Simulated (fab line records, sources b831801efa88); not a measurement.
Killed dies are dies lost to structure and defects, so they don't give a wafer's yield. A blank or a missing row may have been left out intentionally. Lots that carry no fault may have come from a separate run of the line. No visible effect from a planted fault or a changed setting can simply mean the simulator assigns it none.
Which tool is to blame? + flow gf180mcu + 7 lots, 20 wafers sampled, at 1 step of a route of 602

WHAT EACH GAUGE READ, for each wafer
GF_STI_BOW_MEAS_00.
| lot  | measured    | on            | INCOMING_BOW (um) |
|------|-------------|---------------|-------------------|
| L223 | day 1 15:02 | film metro-02 | 2 8 -1            |
| L225 | day 2 01:00 | film metro-01 | -10 -4 -4         |
| L227 | day 2 11:00 | film metro-01 | 1 -12 0           |
| L229 | day 2 21:00 | film metro-02 | -7 14 -1          |
| L233 | day 3 17:00 | film metro-02 | 16 -6             |
| L241 | day 5 09:01 | film metro-01 | 6 8 4             |
| L244 | day 6 00:00 | film metro-03 | -5 9 -6           |

EACH LOT AND THE TOOL THAT RAN IT (in order: tool; ch and the chambers of the sampled wafers; start)
The record shows no process step preceding these readings.

THE ANSWER, worked out from the rows above alone
Rule: usual is defined by the lots themselves. The widest of any qualifying gaps counts: lots, ordered by their means at a reading, are off when they make up no more than a third of the lots, leave a main group of 4 or more, and stand apart from it by 3 or more times the standard deviation of that group's means. If all means in a main group match to the digits the tables above print for the reading, that group is not used. A lot without any number at a reading at which 4 lots or more have one is off too. The other lots that the step has rows for count as sound.
Across all readings shown, no lot is off: no conclusion can be drawn from this.

WHAT THE SIMULATOR PUT IN
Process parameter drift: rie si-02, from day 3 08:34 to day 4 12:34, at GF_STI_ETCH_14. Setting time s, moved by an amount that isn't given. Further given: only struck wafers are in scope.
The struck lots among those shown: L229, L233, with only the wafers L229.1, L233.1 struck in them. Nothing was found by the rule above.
